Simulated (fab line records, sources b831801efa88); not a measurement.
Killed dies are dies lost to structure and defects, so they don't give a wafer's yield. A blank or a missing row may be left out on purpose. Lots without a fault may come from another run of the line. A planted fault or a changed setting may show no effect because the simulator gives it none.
Chamber matching | flow gf180mcu | GF_V4_CMP_04 on cmp-02: 4 sister chambers
The step polishes SiO2. 8 wafers are shown with their chamber, then 8 later ones without.

WAFERS WITH THEIR CHAMBER
wafer  | chamber | motor_current_A (A) | time_to_endpoint_s (s)
L541.3 | 2       | 11.3                | 70
L557.1 | 1       | 11.9                | 89
L557.5 | 0       | 10.6                | 85
L557.6 | 3       | 11.1                | 88
L561.3 | 0       | 11.1                | 81
L561.4 | 3       | 10.9                | 89
L561.5 | 2       | 11.4                | 81
L562.2 | 1       | 11.5                | 78

WAFERS WITHOUT THEIR CHAMBER
wafer  | motor_current_A (A) | time_to_endpoint_s (s)
L562.4 | 11.1                | 89
L562.6 | 11.6                | 85
L563.1 | 10.7                | 79
L563.2 | 11.1                | 75
L563.6 | 10.5                | 80
L564.2 | 11.0                | 82
L564.4 | 11.4                | 89
L564.5 | 12.1                | 80

WHICH CHAMBER EACH WENT THROUGH
wafer  | from the rows above               | in truth
L562.4 | can't be placed: 3 or 0           | 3
L562.6 | can't be placed: 1 or 2           | 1
L563.1 | can't be placed: 0 or 3 or 2      | 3
L563.2 | can't be placed: 2 or 0 or 3 or 1 | 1
L563.6 | can't be placed: 0 or 3           | 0
L564.2 | can't be placed: 0 or 3 or 2      | 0
L564.4 | can't be placed: 1 or 3 or 2 or 0 | 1
L564.5 | can't be placed: 1 or 2           | 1
Placed correctly: 0 of 8. Can't be placed from these rows: 8 (the true chamber is among the candidates in 8). Placed wrongly: 0.
How it was worked out, from the rows above alone: a wafer's distance from a chamber is the root of the sum, over the readings, of the square of ((its reading less the chamber's mean) divided by the reading's scatter). The wafer belongs to the nearest chamber; if the next one is less than 2 further off, it can't be placed. A chamber's mean is the mean of its shown wafers. The scatter: the root of (the sum of the squares of (reading less its chamber's mean) over the shown wafers, divided by (wafers less chambers)).
